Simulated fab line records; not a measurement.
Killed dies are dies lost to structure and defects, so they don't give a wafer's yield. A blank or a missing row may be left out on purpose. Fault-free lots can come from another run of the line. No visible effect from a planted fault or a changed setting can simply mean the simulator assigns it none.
Chamber matching | flow sfq line | SFQ_TRILAYER_I3_CMP_CMP_082 on cmp-02: 4 sister chambers
The step polishes SiO2. 4 wafers are shown with their chamber, then 10 later ones without.

== WAFERS WITH THEIR CHAMBER ==
wafer  | chamber | motor current A (A)
L901.2 | 3       | 8.8
L901.4 | 2       | 8.7
L902.3 | 0       | 9.1
L902.4 | 1       | 9.7

== WAFERS WITH NO CHAMBER GIVEN ==
wafer  | motor current A (A)
L902.6 | 9.1
L905.2 | 8.7
L905.3 | 9.1
L905.4 | 8.6
L906.4 | 8.7
L906.3 | 9.6
L906.5 | 9.1
L909.1 | 8.9
L909.3 | 9.5
L909.5 | 8.7

== THE CHAMBER EACH PASSED THROUGH ==
wafer  | from the rows above          | in truth
L902.6 | 0                            | 0
L905.2 | can't be placed: 2 or 3      | 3
L905.3 | 0                            | 0
L905.4 | can't be placed: 2 or 3      | 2
L906.4 | can't be placed: 2 or 3      | 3
L906.3 | 1                            | 1
L906.5 | 0                            | 0
L909.1 | can't be placed: 3 or 0 or 2 | 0
L909.3 | 1                            | 1
L909.5 | can't be placed: 2 or 3      | 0
5 of 10 placed correctly. Can't be placed from these rows: 5 (the true chamber is among the candidates in 4). Wrongly placed: 0.
How it was worked out, from the rows above alone: a wafer's distance from a chamber is the root of the sum, over the readings, of the square of ((its reading less the chamber's mean) divided by the reading's scatter). The wafer belongs to the nearest chamber; if the next one is less than 2 further off, it can't be placed. Each chamber's mean is taken over the wafers shown for it. The scatter (one wafer shown for each chamber): square how far every hidden wafer sits from the nearest shown wafer, average those squares and take the square root.
